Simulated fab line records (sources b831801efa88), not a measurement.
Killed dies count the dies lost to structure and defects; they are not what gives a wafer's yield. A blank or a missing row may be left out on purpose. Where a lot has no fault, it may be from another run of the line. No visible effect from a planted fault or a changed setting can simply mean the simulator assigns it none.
Chamber matching	flow sky130	SKY_SONOS_ONO_ETCH_15 on rie_diel-02: 4 sister chambers
The step etches the open film in CHF3/O2, target depth 19.52 nm, time 7.8 s. 22 wafers are shown with their chamber, then 11 later ones without.

WAFERS PAIRED WITH THEIR CHAMBERS
wafer	chamber	oes_product_au (a.u.)	throttle_valve_pct (%)	O2_flow_sccm (sccm)
L075.2	0	1.005	8.827	5.027
L075.5	0	0.991	8.815	5.011
L075.6	1	1.003	8.836	5.009
L076.1	2	1.013	8.830	5.035
L076.4	1	1.005	8.820	5.008
L076.5	1	1.006	8.819	5.001
L077.2	0	0.991	8.810	4.989
L077.4	2	1.003	8.814	4.998
L077.5	2	0.996	8.816	4.984
L079.1	1	1.006	8.840	4.974
L079.3	2	1.014	8.829	4.981
L079.4	3	0.999	8.833	5.020
L080.1	3	1.003	8.819	4.994
L080.2	1	1.001	8.831	4.985
L080.3	2	1.010	8.818	4.993
L081.1	3	1.000	8.858	5.008
L081.2	1	0.999	8.841	5.014
L081.5	1	0.998	8.839	5.009
L085.2	0	0.988	8.825	5.019
L085.5	2	0.999	8.813	4.993
L085.6	1	0.994	8.814	5.009
L087.1	2	1.002	8.838	4.989

SIGNATURES (averages over the wafers above)
reading	chamber 0	chamber 1	chamber 2	chamber 3	scatter within a chamber
oes_product_au	0.99375	1.00150	1.00529	1.00067	0.00583
throttle_valve_pct	8.81925	8.83000	8.82257	8.83667	0.0114
O2_flow_sccm	5.01150	5.00113	4.99614	5.00733	0.0158
Rule: for a wafer and a chamber, the distance is found by dividing, reading by reading, the gap between the wafer's reading and the chamber's mean by the reading's scatter, squaring, summing and taking the root. If the next closest chamber is less than 2 further off than the closest, the wafer can't be placed; otherwise it belongs to the closest. The scatter is the square root of a quotient: the sum, over the shown wafers, of each reading's squared deviation from its chamber's mean, divided by wafers minus chambers.

WAFERS WITHOUT THEIR CHAMBER
wafer	oes_product_au (a.u.)	throttle_valve_pct (%)	O2_flow_sccm (sccm)
L087.3	1.000	8.847	5.010
L087.6	1.000	8.821	4.986
L089.2	1.010	8.815	5.008
L089.5	1.009	8.827	5.039
L089.6	0.994	8.824	5.006
L090.3	0.998	8.838	5.008
L090.5	0.999	8.826	4.986
L090.6	1.007	8.823	4.984
L094.1	0.990	8.825	5.004
L094.3	0.984	8.814	4.987
L094.4	1.008	8.831	5.001

EACH ONE'S CHAMBER
wafer	from the rows above	in truth
L087.3	can't be placed: 3 or 1 or 2 or 0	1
L087.6	can't be placed: 2 or 1 or 3 or 0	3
L089.2	can't be placed: 2 or 1 or 3 or 0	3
L089.5	can't be placed: 3 or 1 or 2 or 0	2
L089.6	can't be placed: 0 or 1 or 3 or 2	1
L090.3	can't be placed: 3 or 1 or 0 or 2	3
L090.5	can't be placed: 1 or 2 or 3 or 0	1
L090.6	can't be placed: 2 or 1 or 3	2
L094.1	can't be placed: 0 or 1 or 3 or 2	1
L094.3	can't be placed: 0 or 1 or 3 or 2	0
L094.4	can't be placed: 2 or 1 or 3 or 0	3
Placed correctly: 0 of 11. Can't be placed from these rows: 11 (the true chamber is among the candidates in 11). Number placed wrongly: 0.
